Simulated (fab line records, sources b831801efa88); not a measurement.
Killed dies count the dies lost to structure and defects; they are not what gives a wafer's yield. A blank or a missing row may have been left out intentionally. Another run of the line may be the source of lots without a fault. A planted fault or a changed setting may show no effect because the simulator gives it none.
fab line records	flow sky130
record: lots: 13	wafers: 37	lastDay: 50
route steps=708 shown POLY_GATE@229 LDD_P@262 LDD_HVN@275 LDD_HVP@285 PAD_OPEN@708
lots that met no fault: taken from a fault-free run of the same line
startH: start of the lot's first displayed wafer, in hours after the record's first day	waitH: time in hours since the lot's previous step	" repeats the value in the row above	L1.1+2: several wafers, shown together as one row	- either no value or no given start	* or withheld: withheld	< > ~ a bound
route shown NAME@n: a module of which the file shows steps, and the number in the route of the first	usual: mean and standard deviation over wafers with no fault	same: alike in all rows	chamber/n: place in a boat	sites: each site's reading	_std_site: the values' standard deviation	_edge_site: inner sites' mean taken away from outer sites' mean	radiusMm: for every site, how far away it sits from the centre of the wafer	mask NAME#n: copy n	behind: the last tool/chamber to shape the wafer	hold: why the lot was held/for how many hours/how that ended	device: the transistor (n, p or np) that didn't switch	end of line: at the end of the route, the tests of the same wafers	for a step that has no rows: nothing shown but its recipe	killed: dies lost to structure and defects at the first sort, not the wafer's yield	map: a wafer's dies, x killed, . not, _ none there
set.NAME: setting as actually run; set.NAME@STEP: the setting as run at that earlier step	model.NAME: the simulator's own value behind a step, which no gauge read
steps of the route over a sample of lots; a table a step, a row a wafer
services: the hour from which a tool's chamber was out of use, counted from the record's first day as startH (under 0 if before that day), plus the number of hours and why
== steps ==
step: SKY_POLY_GATE_ETCH_15
recipe: chemistry: N2/H2	target: BARC	ionEnergyEv: 200	sourceW: 500	biasW: 100	pressureMtorr: 30	n2FlowSccm: 100	h2FlowSccm: 200	stopOn: SiO2	timeS: 118.5	targetDepthA: 1100
usual: drypumpMotorCurrentA: 5.4/0.4	oesProductAu: 0.716/0.0039	throttleValvePct: 13.213/0.0087
lot.wafer	tool	chamber	startH	waitH	drypumpMotorCurrentA	oesProductAu	rfHoursCounterH	throttleValvePct
L119.1	rieDiel-02	2	400.29	0.0	4.8	0.720	2	13.216
L119.2	"	3	"	"	5.4	0.726	6	13.207
L119.6	"	2	"	"	4.8	0.718	-	13.223
L120.3	rieDiel-02	0	412.80	0.0	5.5	0.710	81	13.222
L120.4	"	1	"	"	5.5	0.717	9	13.232
L120.5	"	0	"	"	5.5	0.718	-	13.206
L121.3	rieDiel-02	2	417.40	0.0	4.8	0.718	3	13.214
L121.5	"	2	"	"	4.8	0.722	-	13.209
L121.6	"	3	"	"	5.4	0.717	-	13.224
L123.2	rieDiel-04	1	431.72	0.0	5.8	0.707	5	13.212
L123.3	"	3	"	"	5.9	0.713	1	13.219
L124.1	rieDiel-02	2	448.97	0.0	4.8	0.721	3	13.214
L124.3	"	1	"	"	5.5	0.716	10	13.205
L124.5	"	2	"	"	4.8	0.712	-	13.214
L130.1	rieDiel-02	2	506.32	0.0	4.8	0.715	4	13.201
L130.2	"	1	"	"	5.5	0.711	12	13.215
L130.6	"	3	"	"	5.4	0.714	-	13.211
L131.2	rieDiel-02	3	509.54	0.0	5.4	0.714	9	13.228
L131.4	"	1	"	"	5.5	0.715	12	13.217
L132.3	rieDiel-02	1	519.14	0.0	5.6	0.720	12	13.210
L132.4	"	3	"	"	5.4	0.714	9	13.208
L132.5	"	2	"	"	4.8	0.711	-	13.213
L133.1	rieDiel-03	1	520.37	0.0	6.0	0.714	6	13.203
L133.4	"	3	"	"	6.1	0.716	79	13.205
L133.6	"	2	"	"	5.2	0.715	-	13.213
L134.3	rieDiel-02	2	529.44	0.0	4.8	0.713	5	13.225
L134.5	"	3	"	"	5.4	0.717	-	13.217
L134.6	"	0	"	"	5.5	0.716	-	13.216
L136.2	rieDiel-02	2	555.25	0.0	4.8	0.712	5	13.200
L136.3	"	1	"	"	5.5	0.712	12	13.203
L136.5	"	2	"	"	4.8	0.707	-	13.217
L137.2	rieDiel-02	2	558.65	0.0	4.8	0.719	5	13.216
L137.4	"	2	"	"	4.8	0.720	-	13.208
L137.6	"	3	"	"	5.4	0.714	-	13.208
L139.1	rieDiel-04	1	571.42	0.0	5.8	0.709	8	13.208
L139.2	"	0	"	"	5.9	0.717	12	13.222
L139.4	"	1	"	"	5.8	0.721	-	13.217
step: SKY_LDD_P_CD_MEAS_07
recipe: targetCdNm: 380
usual: cdNm: 379.4/2.2
lot.wafer	tool	chamber	startH	waitH	cdNm
L119.1	cdSem-01	-	466.36	0.1	381.3
L119.2	"	-	"	"	379.2
L119.6	"	-	"	"	378.5
L120.3	cdSem-02	-	479.55	0.1	377.5
L120.4	"	-	"	"	377.6
L120.5	"	-	"	"	378.9
L121.3	cdSem-02	-	483.02	0.1	378.8
L121.5	"	-	"	"	378.3
L121.6	"	-	"	"	376.9
L123.2	cdSem-02	-	497.75	0.1	383.8
L123.3	"	-	"	"	381.7
L124.1	cdSem-02	-	512.76	0.1	382.0
L124.3	"	-	"	"	377.6
L124.5	"	-	"	"	381.8
L130.1	cdSem-01	-	568.80	0.1	378.6
L130.2	"	-	"	"	378.0
L130.6	"	-	"	"	376.3
L131.2	cdSem-01	-	571.37	0.1	380.2
L131.4	"	-	"	"	380.9
L132.3	cdSem-01	-	581.20	0.1	377.9
L132.4	"	-	"	"	377.7
L132.5	"	-	"	"	377.4
L133.1	cdSem-02	-	582.25	0.1	378.1
L133.4	"	-	"	"	380.6
L133.6	"	-	"	"	377.5
L134.3	cdSem-02	-	591.32	0.1	379.1
L134.5	"	-	"	"	381.5
L134.6	"	-	"	"	380.5
L136.2	cdSem-01	-	616.90	0.1	378.6
L136.3	"	-	"	"	379.9
L136.5	"	-	"	"	378.8
L137.2	cdSem-01	-	620.37	0.1	375.5
L137.4	"	-	"	"	373.5
L137.6	"	-	"	"	376.2
L139.1	cdSem-02	-	631.75	0.1	379.6
L139.2	"	-	"	"	380.7
L139.4	"	-	"	"	379.6
step: SKY_LDD_HVN_IMPLANT_08
recipe: species: P	energyKev: 60.83	doseCm2: 3e+13	tiltDeg: 40
usual: doseIonsCm2: 3.001e+13/3.4e+10	faradayCurrentUA: 169/3.3
lot.wafer	tool	chamber	startH	waitH	doseIonsCm2	faradayCurrentUA
L119.1	implanter-01	0	497.12	0.0	3.001e+13	176
L119.2	"	0	"	"	2.999e+13	167
L119.6	"	0	"	"	3.004e+13	165
L120.3	implanter-04	0	509.77	0.1	3.002e+13	171
L120.4	"	0	"	"	3.008e+13	178
L120.5	"	0	"	"	3e+13	171
L121.3	implanter-04	0	513.67	0.1	3.001e+13	168
L121.5	"	0	"	"	2.996e+13	163
L121.6	"	0	"	"	2.997e+13	173
L123.2	implanter-01	0	528.39	0.0	2.999e+13	175
L123.3	"	0	"	"	3.002e+13	165
L124.1	implanter-01	0	542.42	0.0	3.001e+13	171
L124.3	"	0	"	"	3e+13	171
L124.5	"	0	"	"	2.999e+13	168
L130.1	implanter-01	0	598.22	0.0	1.229e+13	69
L130.2	"	0	"	"	1.227e+13	67
L130.6	"	0	"	"	1.223e+13	70
L131.2	implanter-04	0	601.24	0.0	3.002e+13	166
L131.4	"	0	"	"	2.998e+13	170
L132.3	implanter-01	0	610.48	0.1	1.223e+13	69
L132.4	"	0	"	"	1.223e+13	68
L132.5	"	0	"	"	1.224e+13	67
L133.1	implanter-04	0	611.78	0.0	3e+13	176
L133.4	"	0	"	"	3.002e+13	170
L133.6	"	0	"	"	3e+13	170
L134.3	implanter-04	0	621.27	0.1	2.994e+13	170
L134.5	"	0	"	"	3.003e+13	166
L134.6	"	0	"	"	3e+13	167
L136.2	implanter-04	0	645.44	0.0	2.998e+13	168
L136.3	"	0	"	"	3e+13	163
L136.5	"	0	"	"	2.998e+13	172
L137.2	implanter-02	0	649.11	0.0	3.002e+13	167
L137.4	"	0	"	"	3.004e+13	168
L137.6	"	0	"	"	3.003e+13	169
L139.1	implanter-02	0	660.07	0.0	3.003e+13	166
L139.2	"	0	"	"	3e+13	170
L139.4	"	0	"	"	3e+13	169
step: SKY_LDD_HVN_TW_MEAS_10
usual: LDD_HVN_TW: 1450/10
lot.wafer	tool	chamber	startH	waitH	LDD_HVN_TW
L119.1	filmMetro-02	-	497.37	0.1	1456
L119.2	"	-	"	"	1462
L119.6	"	-	"	"	1453
L120.3	filmMetro-02	-	509.99	0.1	1462
L120.4	"	-	"	"	1459
L120.5	"	-	"	"	1454
L121.3	filmMetro-03	-	513.89	0.1	1454
L121.5	"	-	"	"	1460
L121.6	"	-	"	"	1451
L123.2	filmMetro-02	-	528.63	0.1	1461
L123.3	"	-	"	"	1464
L124.1	filmMetro-01	-	542.67	0.1	1446
L124.3	"	-	"	"	1442
L124.5	"	-	"	"	1438
L130.1	filmMetro-02	-	598.47	0.1	1101
L130.2	"	-	"	"	1096
L130.6	"	-	"	"	1098
L131.2	filmMetro-02	-	601.48	0.1	1466
L131.4	"	-	"	"	1473
L132.3	filmMetro-01	-	610.70	0.1	1084
L132.4	"	-	"	"	1081
L132.5	"	-	"	"	1089
L133.1	filmMetro-01	-	612.03	0.1	1450
L133.4	"	-	"	"	1444
L133.6	"	-	"	"	1440
L134.3	filmMetro-02	-	621.49	0.1	1464
L134.5	"	-	"	"	1469
L134.6	"	-	"	"	1465
L136.2	filmMetro-03	-	645.68	0.1	1446
L136.3	"	-	"	"	1443
L136.5	"	-	"	"	1441
L137.2	filmMetro-01	-	649.34	0.1	1439
L137.4	"	-	"	"	1436
L137.6	"	-	"	"	1447
L139.1	filmMetro-01	-	660.32	0.1	1439
L139.2	"	-	"	"	1445
L139.4	"	-	"	"	1442
step: SKY_LDD_HVP_OVL_MEAS_07
usual: LDD_HVP_OVL: 0.9/1.5
lot.wafer	tool	chamber	startH	waitH	LDD_HVP_OVL[nm]
L119.1	overlay-02	-	527.20	0.1	1.8
L119.2	"	-	"	"	-0.8
L119.6	"	-	"	"	0.8
L120.3	overlay-01	-	538.99	0.1	1.2
L120.4	"	-	"	"	-0.6
L120.5	"	-	"	"	0.5
L121.3	overlay-02	-	543.74	0.1	1.6
L121.5	"	-	"	"	2.2
L121.6	"	-	"	"	1.4
L123.2	overlay-01	-	558.74	0.1	-3.4
L123.3	"	-	"	"	-2.8
L124.1	overlay-02	-	572.00	0.1	2.5
L124.3	"	-	"	"	1.8
L124.5	"	-	"	"	2.2
L130.1	overlay-01	-	627.61	0.1	1.8
L130.2	"	-	"	"	0.7
L130.6	"	-	"	"	1.4
L131.2	overlay-01	-	630.24	0.1	1.2
L131.4	"	-	"	"	1.6
L132.3	overlay-01	-	638.81	0.1	0.1
L132.4	"	-	"	"	0.2
L132.5	"	-	"	"	-0.6
L133.1	overlay-01	-	640.00	0.1	1.4
L133.4	"	-	"	"	2.9
L133.6	"	-	"	"	2.9
L134.3	overlay-01	-	649.87	0.1	1.4
L134.5	"	-	"	"	0.6
L134.6	"	-	"	"	1.6
L136.2	overlay-01	-	673.10	0.1	0.1
L136.3	"	-	"	"	-0.8
L136.5	"	-	"	"	-1.0
L137.2	overlay-01	-	677.30	0.1	3.2
L137.4	"	-	"	"	2.7
L137.6	"	-	"	"	3.7
L139.1	overlay-01	-	688.28	0.1	0.4
L139.2	"	-	"	"	1.2
L139.4	"	-	"	"	1.6
step: SKY_PAD_OPEN_PROBE_99
usual: killed_at_M0_to_M3: 44/6.3	killed_at_M4_up: 3.1/1.8	killedAtContacts: 25/5.1	killedAtFrontEnd: 15/4.1	killedAtOther: 0.3/0.71	killedDies: 87/8.8	killedOpen: 47/6.8	killedShort: 40/6.7
same: grossDies: 492	killedAtBackSide: 0
lot.wafer	tool	chamber	startH	waitH	killed_at_M0_to_M3	killed_at_M4_up	killedAtContacts	killedAtFrontEnd	killedAtOther	killedDies	killedOpen	killedShort
L121.3	prober-02	-	1110.44	0.2	32	2	28	13	0	75	34	41
L121.5	prober-02	-	1110.54	0.2	48	3	25	15	0	91	53	38
L121.6	prober-02	-	1110.59	0.2	41	5	22	18	1	87	41	46
L124.1	prober-01	-	1128.87	0.1	48	3	18	12	0	81	47	34
L124.3	prober-01	-	1128.97	0.2	40	0	27	17	0	84	49	35
L124.5	prober-01	-	1129.07	0.2	40	5	30	12	0	87	44	43
L130.1	prober-01	-	1162.98	0.1	50	8	30	14	1	103	42	61
L130.2	prober-01	-	1163.03	0.1	41	4	36	10	0	91	46	45
L130.6	prober-01	-	1163.23	0.2	53	2	24	11	1	91	53	38
L133.1	prober-02	-	1171.95	0.1	43	3	18	20	1	85	41	44
L133.4	prober-02	-	1172.10	0.2	45	3	22	12	0	82	49	33
L133.6	prober-02	-	1172.20	0.2	43	3	22	15	0	83	48	35
L139.1	prober-02	-	1201.53	0.1	49	4	21	13	0	87	41	46
L139.2	prober-02	-	1201.58	0.1	34	1	32	11	0	78	47	31
L139.4	prober-02	-	1201.68	0.2	44	1	30	16	0	91	50	41
killed by level:class
L121.3 LI_CONTACT:geometricParticle:open=10 VIA3:geometricParticle:short=7 LOCAL_INTERCONNECT:geometricParticle:short=6 VIA1:geometricParticle:short=6 CONTACT:geometricParticle:short=5 VIA1:geometricParticle:open=5 VIA3:geometricParticle:open=4 CONTACT:geometricParticle:open=4
L121.5 VIA1:geometricParticle:open=12 CONTACT:geometricParticle:open=9 VIA3:geometricParticle:open=8 FIELD_ISO:geometricParticle:open=7 CONTACT:geometricParticle:short=7 VIA2:geometricParticle:open=7 METAL2:geometricParticle:short=6 VIA1:geometricParticle:short=5
L121.6 VIA1:geometricParticle:open=11 VIA2:geometricParticle:open=8 CONTACT:geometricParticle:short=6 LI_CONTACT:geometricParticle:short=6 METAL2:geometricParticle:short=6 VIA3:geometricParticle:open=6 FIELD_ISO:geometricParticle:short=5 CONTACT:geometricParticle:open=5
L124.1 VIA1:geometricParticle:open=12 VIA3:geometricParticle:open=9 CONTACT:geometricParticle:open=7 LI_CONTACT:geometricParticle:open=6 VIA1:geometricParticle:short=6 METAL2:geometricParticle:short=6 VIA2:geometricParticle:open=6 POLY_GATE:geometricParticle:short=4
L124.3 CONTACT:geometricParticle:open=14 VIA2:geometricParticle:open=11 FIELD_ISO:geometricParticle:open=5 POLY_GATE:geometricParticle:short=5 VIA1:geometricParticle:open=5 LI_CONTACT:geometricParticle:short=4 LI_CONTACT:geometricParticle:open=4 VIA3:geometricParticle:short=4
L124.5 CONTACT:geometricParticle:open=9 CONTACT:geometricParticle:short=8 METAL1:geometricParticle:short=8 VIA1:geometricParticle:open=8 VIA2:geometricParticle:open=6 VIA3:geometricParticle:open=6 LI_CONTACT:geometricParticle:open=5 FIELD_ISO:geometricParticle:open=4
L130.1 VIA1:geometricParticle:open=11 CONTACT:geometricParticle:short=10 LOCAL_INTERCONNECT:geometricParticle:short=7 VIA3:geometricParticle:open=7 CONTACT:geometricParticle:open=7 VIA2:geometricParticle:open=7 METAL4:geometricParticle:short=7 POLY_GATE:geometricParticle:short=6
L130.2 LI_CONTACT:geometricParticle:open=10 VIA1:geometricParticle:open=9 LOCAL_INTERCONNECT:geometricParticle:short=8 CONTACT:geometricParticle:open=7 CONTACT:geometricParticle:short=6 METAL1:geometricParticle:short=6 VIA2:geometricParticle:short=6 VIA3:geometricParticle:open=6
L130.6 VIA1:geometricParticle:open=10 CONTACT:geometricParticle:open=10 VIA2:geometricParticle:open=9 METAL1:geometricParticle:short=8 LI_CONTACT:geometricParticle:open=5 METAL2:geometricParticle:short=5 VIA3:geometricParticle:open=5 CONTACT:geometricParticle:short=4
L133.1 VIA1:geometricParticle:open=9 FIELD_ISO:geometricParticle:open=7 CONTACT:geometricParticle:open=7 METAL2:geometricParticle:short=7 VIA1:geometricParticle:short=6 METAL1:geometricParticle:short=5 POLY_GATE:geometricParticle:short=4 VIA2:geometricParticle:open=4
L133.4 VIA3:geometricParticle:open=11 CONTACT:geometricParticle:open=11 VIA2:geometricParticle:open=10 METAL1:geometricParticle:short=5 VIA1:geometricParticle:open=5 FIELD_ISO:geometricParticle:short=4 POLY_GATE:geometricParticle:open=4 VIA3:geometricParticle:short=4
L133.6 VIA3:geometricParticle:open=11 CONTACT:geometricParticle:open=7 VIA1:geometricParticle:open=7 METAL2:geometricParticle:short=7 POLY_GATE:geometricParticle:open=5 LI_CONTACT:geometricParticle:open=5 CONTACT:geometricParticle:short=5 FIELD_ISO:geometricParticle:open=4
L139.1 VIA1:geometricParticle:open=11 VIA1:geometricParticle:short=9 LI_CONTACT:geometricParticle:open=6 METAL2:geometricParticle:short=6 CONTACT:geometricParticle:short=6 VIA2:geometricParticle:short=6 CONTACT:geometricParticle:open=5 FIELD_ISO:geometricParticle:short=3
L139.2 CONTACT:geometricParticle:open=11 VIA1:geometricParticle:open=7 LI_CONTACT:geometricParticle:open=7 VIA2:geometricParticle:open=5 POLY_GATE:geometricParticle:short=4 LI_CONTACT:geometricParticle:short=4 LOCAL_INTERCONNECT:geometricParticle:short=4 CONTACT:geometricParticle:short=4
L139.4 CONTACT:geometricParticle:open=13 VIA1:geometricParticle:open=10 VIA1:geometricParticle:short=9 POLY_GATE:geometricParticle:short=6 LI_CONTACT:geometricParticle:open=6 CONTACT:geometricParticle:short=6 VIA2:geometricParticle:open=5 VIA3:geometricParticle:open=5
== services ==
tool	chamber	startH	hours	kind
rieDiel-02	0	384.13	5.2	repair
rieDiel-03	-	391.28	28.3	repair
rieDiel-04	-	402.66	28.1	pm
implanter-01	-	424.33	20.6	repair
rieDiel-03	0	451.80	43.1	repair
rieDiel-04	2	452.65	11.3	repair
rieDiel-04	0	461.52	44.4	repair
rieDiel-03	3	468.56	3.5	repair
rieDiel-02	-	477.44	0.2	repair
rieDiel-02	2	482.12	15.3	repair
implanter-01	-	505.75	8.0	repair
rieDiel-02	-	512.40	2.8	pm
implanter-04	-	548.69	3.1	pm
implanter-01	-	553.91	4.3	pm
implanter-02	-	557.03	3.9	pm
rieDiel-04	3	569.90	13.8	repair
implanter-02	-	584.37	3.1	repair
implanter-01	-	590.48	4.3	pm
implanter-04	-	604.99	2.6	pm
rieDiel-04	1	608.80	12.0	repair
implanter-02	-	609.75	1.1	repair
rieDiel-04	2	630.27	6.6	repair
rieDiel-04	3	630.38	3.8	repair
implanter-04	-	648.15	29.4	repair
== key ==
firstSign: step: SKY_LDD_HVN_IMPLANT_08	reading: doseIonsCm2	direction: down	sigmas: 99+	usual: *	struck: *
effect: step: SKY_LDD_HVN_IMPLANT_08	reading: faradayCurrentUA	direction: down	sigmas: 30	usual: 169	struck: 68
effect: step: SKY_LDD_HVN_TW_MEAS_10	reading: LDD_HVN_TW	direction: down	sigmas: 36	usual: 1450	struck: 1091
metAt SKY_LDD_HVN_IMPLANT_08
struckLots L130,L132
testerLeftOut L130,L132
notActingAt SKY_POLY_GATE_ETCH_15,SKY_LDD_P_CD_MEAS_07,SKY_LDD_HVP_OVL_MEAS_07
onsetBetween 542.42 598.22
fault: kind: processParameterDrift	tool: implanter-01	chamber: -	onsetH: 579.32	steps: SKY_LDD_HVN_IMPLANT_08	channel: doseCm2	offset: *	shape: step	endH: 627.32	actsIn: *	stated: *
testerLeftOut: of these lots the tester's yield and bins aren't shown, on N5 and GAA mostly nor the transistor test; their killed dies are dies lost to structure and defects alone, not to doping, threshold or leakage, so they don't give the yield
